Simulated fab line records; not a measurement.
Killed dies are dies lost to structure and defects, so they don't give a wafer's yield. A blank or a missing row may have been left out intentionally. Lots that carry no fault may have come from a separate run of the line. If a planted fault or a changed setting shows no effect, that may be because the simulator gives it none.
A lot that was struck, set against a sound lot -- flow sky130 -- 30 out of 708 route steps
Sound: wafers L249.1, L249.4, L249.6. Struck: wafers L257.2, L257.6. (L257.5 of the same lot was not struck and is left out.) The cause comes at the end.
At each step with rows: each side's tool, then ch and its chambers, then its first start. Under that, the readings that differ: sound wafers -- struck wafers -- difference of the means -- sigmas: that difference in standard deviations of wafers without a fault.
alike: readings with means less than 2 such deviations apart, plus words and numbers identical on both sides. not compared: withheld readings, readings lacking a value on some wafer, bounds such as >300 that could conceal the same value, and numbers that have no deviation in the record and whose values overlap.
Wherever a step has rows on one side only, a row that says differs or no value, or a row with sigmas, the two part there. When numbers do not overlap yet have no deviation, they are printed without sigmas and do not part them. A reading missing from all wafers of one side parts the sides only when that side holds two or more wafers.

SKY_LI_CONTACT_OVL_MEAS_13:
  struck on overlay-02, day 33 23:06; sound on overlay-01, day 31 11:50
  alike: LI_CONTACT_OVL
then, 5 steps without rows for these wafers: SKY_LI_CONTACT_ETCH_14 (etches BARC in N2/H2, stops on SiO2, time 45.9 s, target depth 60 nm); SKY_LI_CONTACT_ETCH_15 (etches PSG in C4F8/O2/Ar, stops on Si, target depth 600 nm); SKY_LI_CONTACT_STRIP_16 (strips in O2/N2); SKY_LI_CONTACT_CLEAN_17 (cleans in NMP, time 600 s); SKY_LI_CONTACT_PRE_CLEAN_18 (time 5.6 s).
SKY_LI_CONTACT_SPUTTER_19: material Ti, target thk 20 nm, time 106.37 s.
  struck on pvdSputter-04, day 33 23:33; sound on pvdSputter-03, day 31 12:18
  alike: throttleValvePct
then, 1 step without rows for these wafers: SKY_LI_CONTACT_SPUTTER_20 (material TiN, target thk 20 nm, time 80 s).
SKY_LI_CONTACT_CVD_21: deposits W, target thk 400 nm, time 120.56 s.
  sound on cvdW-02 ch 0,1, day 31 12:26; struck on cvdW-02 ch 0, day 33 23:41
  alike: chamberPressureTorr, heaterPowerW
SKY_LI_CONTACT_RS_MEAS_22: a four-point-probe measurement.
  struck on filmMetro-03, day 33 23:50; sound on filmMetro-02, day 31 12:34
  alike: LI_CONTACT_W_RS
SKY_LI_CONTACT_THK_MEAS_23: measures by xrf.
  struck on filmMetro-03, day 33 23:57; sound on filmMetro-02, day 31 12:41
  alike: LI_CONTACT_W_THK
SKY_LI_CONTACT_CMP_24: polishes, stops on PSG, t overpolish 20 s, target thk 0 nm.
  sound on cmp-01 ch 0,2,3, day 31 12:44; struck on cmp-02 ch 1,3, day 34 00:09
  alike: motorCurrentA, overpolishRunS, platenRpm, timeToEndpointS
SKY_LOCAL_INTERCONNECT_SPUTTER_00: material TiN, target thk 100 nm, time 83.3 s.
  struck on pvdSputter-01, day 34 00:18; sound on pvdSputter-01, day 31 13:02
reading,sound,struck,difference,sigmas
model.TiN_of_LOCAL_INTERCONNECT_SPUTTER_00.thkNm (nm),101.2 98.85 100.5,71.19 71.19,-28.99,
  alike: throttleValvePct
SKY_LOCAL_INTERCONNECT_RS_MEAS_01: a four-point-probe measurement.
  struck on filmMetro-03, day 34 00:40; sound on filmMetro-01, day 31 13:06
reading,sound,struck,difference,sigmas
LOCAL_INTERCONNECT_TIN_RS (ohm/sq),13.98 14.34 14.12,20.28 20.24,+6.11,+36
  not compared: hold
SKY_LOCAL_INTERCONNECT_THK_MEAS_02: measures by xrf.
  struck on filmMetro-03, day 34 08:17; sound on filmMetro-01, day 31 13:13
reading,sound,struck,difference,sigmas
LOCAL_INTERCONNECT_TIN_THK (nm),98.4 96.4 97.8,68.8 68.7,-28.8,-22
  not compared: hold
then, 7 steps without rows for these wafers: SKY_LOCAL_INTERCONNECT_HMDS_04 (prime time 60 s); SKY_LOCAL_INTERCONNECT_COAT_05 (resist thk 60 nm); SKY_LOCAL_INTERCONNECT_COAT_06 (resist thk 450 nm); SKY_LOCAL_INTERCONNECT_SOFTBAKE_07 (time 90 s); SKY_LOCAL_INTERCONNECT_EXPOSE_08 (exposes mask LI1M, target cd 170 nm); SKY_LOCAL_INTERCONNECT_PEB_09; SKY_LOCAL_INTERCONNECT_DEVELOP_10 (develop time 60 s).
SKY_LOCAL_INTERCONNECT_CD_MEAS_11 targets a cd of 170 nm.
  struck on cdSem-02, day 35 03:32; sound on cdSem-01, day 32 16:25
  alike: cdNm
SKY_LOCAL_INTERCONNECT_OVL_MEAS_12:
  struck on overlay-01, day 35 03:39; sound on overlay-01, day 32 16:32
  alike: LOCAL_INTERCONNECT_OVL
SKY_LOCAL_INTERCONNECT_ETCH_13: etches BARC in N2/H2, stops on SiO2, time 45.9 s, target depth 60 nm.
  sound on rieMetal-03 ch 1, day 32 16:35; struck on rieMetal-03 ch 0,1, day 35 03:41
  alike: drypumpMotorCurrentA, oesProductAu, throttleValvePct
  not compared: rfHoursCounterH
SKY_LOCAL_INTERCONNECT_METAL_ETCH_14: etches TiN in Cl2/BCl3, stops on PSG, target depth 110 nm, time 31.4 s.
  sound on rieMetal-03 ch 1, day 32 16:42; struck on rieMetal-03 ch 0,1, day 35 03:44
reading,sound,struck,difference,sigmas
oesProductAu (a.u.),0.948 0.935 0.947,0.786 0.777,-0.162,-21
throttleValvePct (%),21.884 21.913 21.902,22.007 22.005,+0.106,+10
  alike: drypumpMotorCurrentA
  not compared: rfHoursCounterH
SKY_LOCAL_INTERCONNECT_STRIP_15: strips in O2/N2.
  sound on plasmaAsher-04 ch 0, day 32 16:49; struck on plasmaAsher-03 ch 1, day 35 03:47
reading,sound,struck,difference,sigmas
drypumpMotorCurrentA (A),6.08 6.07 6.07,5.50 5.50,-0.57,-2
  alike: oesProductAu, stripTimeToEndpointS
  not compared: rfHoursCounterH
SKY_LOCAL_INTERCONNECT_STRIP_16: strips in post etch residue remover, time 1200 s.
  sound on wetBench-01 ch 1, day 32 16:55; struck on wetBench-04 ch 3, day 35 03:53
reading,sound,struck,difference,sigmas
model.TiN_of_LOCAL_INTERCONNECT_SPUTTER_00.thkNm (nm),100.8 98.43 100.1,70.77 70.77,-29.01,
then, 1 step without rows for these wafers: SKY_LOCAL_INTERCONNECT_CLEAN_17 (cleans in IPA, time 180 s).
-- a jump in the record: the struck wafers' starts before and after are 14 days apart (it breaks off in module LOCAL_INTERCONNECT and resumes in module PAD_OPEN, where the first step shown is number 708 of the route) --
SKY_PAD_OPEN_PROBE_99:
  struck on prober-01, day 49 07:44; sound on prober-01, day 47 13:23
reading,sound,struck,difference,sigmas
model.etest.resLi.lineOhmUm,74.85 76.39 75.16,107.8 106,+31.4,
model.etest.resLi.rsOhmSq,12.65 13.08 12.85,18.08 18.08,+5.22,
model.etest.mconChain.rcOhm,17.37 16.78 17.61,19.27 19.43,+2.10,
  alike: killed_at_M0_to_M3, killed_at_M4_up, killedAtContacts, killedAtFrontEnd, killedAtOther, killedDies, killedOpen, killedShort

## WHERE THEY PART
Earliest at SKY_LOCAL_INTERCONNECT_RS_MEAS_01; latest, in this record, at SKY_LOCAL_INTERCONNECT_STRIP_15. Later steps at which nothing parts them and some readings are alike: SKY_PAD_OPEN_PROBE_99.

WHY: what the simulator had put in
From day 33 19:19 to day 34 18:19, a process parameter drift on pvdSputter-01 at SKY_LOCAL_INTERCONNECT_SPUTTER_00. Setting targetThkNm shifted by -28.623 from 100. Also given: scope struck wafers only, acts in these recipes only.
